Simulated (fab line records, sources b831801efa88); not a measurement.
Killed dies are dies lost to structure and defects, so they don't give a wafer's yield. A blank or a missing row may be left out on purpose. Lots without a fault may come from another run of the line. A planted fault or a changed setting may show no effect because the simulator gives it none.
Problem report in the 8D (eight disciplines) form, filled by code | flow sky130 | the parts of the form that need people (team, actions taken, sign-off) are left out

1. THE PROBLEM
VIA4_W_RS at SKY_VIA4_RS_MEAS_19 reads a mean of 0.5381 ohm/sq on 3 wafers of 3 lots; wafers without a fault read 0.2283 ohm/sq with a standard deviation of 0.0024. That is +99 or more standard deviations from the usual mean.
The step: measures by four-point-probe.
First seen on wafer L579.2, day 46 22:04, on film_metro-01. The record holds 30 wafers of 11 lots with a number at this step. Rule for "out", or "out of limits": more than 4 standard deviations from the usual mean. The other wafers with a number count as sound.

2. WHAT IT IS AND WHAT IT IS NOT
question                    | is                                          | is not
which readings at this step | VIA4_W_RS                                   | -
which lots                  | L579, L582, L583                            | L566, L569, L570, L571, L572, L574, L576, L586
which wafers of those lots  | L579.2, L582.2, L583.2                      | L579.3, L582.3, L583.4
read on which gauges        | film_metro-01, film_metro-03, film_metro-04 | -
when                        | from day 46 22:04                           | up to then (22 sound wafers); but 5 sound wafers of L582, L583, L586 came after

3. SUSPECTS, AND WHAT RULES EACH OUT
Counting: a tool at a process step up to the reading stays a suspect if it ran every lot that is out. Sound lots after the first of them don't rule it out here, since some wafers of a struck lot are sound.
- the gauge at SKY_VIA4_RS_MEAS_19: ruled out. The wafers that are out were read on 3 gauges (film_metro-01, film_metro-03, film_metro-04).
- cvd_w-02 at SKY_VIA4_CVD_18 (deposits W, target thk 505 nm, time 152.14 s): kept. It ran every lot that is out, first L579 (day 46 21:54); its last sound lot up to then is L576 (day 46 10:49).
Left after counting: cvd_w-02 at SKY_VIA4_CVD_18.

4. THE CAUSE (what the simulator had put in)
Process parameter drift: cvd_w-02, from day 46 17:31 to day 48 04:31, at SKY_VIA4_CVD_18. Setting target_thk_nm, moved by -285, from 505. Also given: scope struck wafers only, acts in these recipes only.
Counting left only this tool.

5. THE CHAIN OF EFFECTS, in route order
Each row: a reading whose mean over the struck wafers that have a number lies more than 3 standard deviations from the usual. Only readings for which the record gives a usual standard deviation are gone through. hours: the time from each lot's start at the first step in this table that gives one to its start at this step, as a median over the lots. sigmas: the change in usual standard deviations.
hours | step                 | reading            | usual         | on struck wafers | change  | sigmas
0     | SKY_VIA4_RS_MEAS_19  | VIA4_W_RS          | 0.2283 ohm/sq | 0.5381           | +0.3098 | +99 or more
0     | SKY_VIA4_THK_MEAS_20 | VIA4_W_THK         | 501 nm        | 215              | -286    | -41
0     | SKY_VIA4_CMP_21      | time_to_endpoint_s | 118 s         | 52               | -66     | -15
The process steps in it:
- SKY_VIA4_CMP_21: polishes, stops on SiO2, t overpolish 25 s, target thk 0 nm.

6. WHAT WOULD HAVE CAUGHT IT SOONER
In this record the first reading out of limits at a measuring or inspecting step was taken at day 46 22:04, 5 hours after the fault began at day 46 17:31.
Of the tool readings at SKY_VIA4_CVD_18 for which the record gives a usual standard deviation, none was out on any struck wafer, so an alarm limit of 4 standard deviations on them would not have fired.
Of the lots that are out (3), L582, L583 began SKY_VIA4_CVD_18 on cvd_w-02 after day 46 22:04. A hold on the tool at that time would have spared those 2.
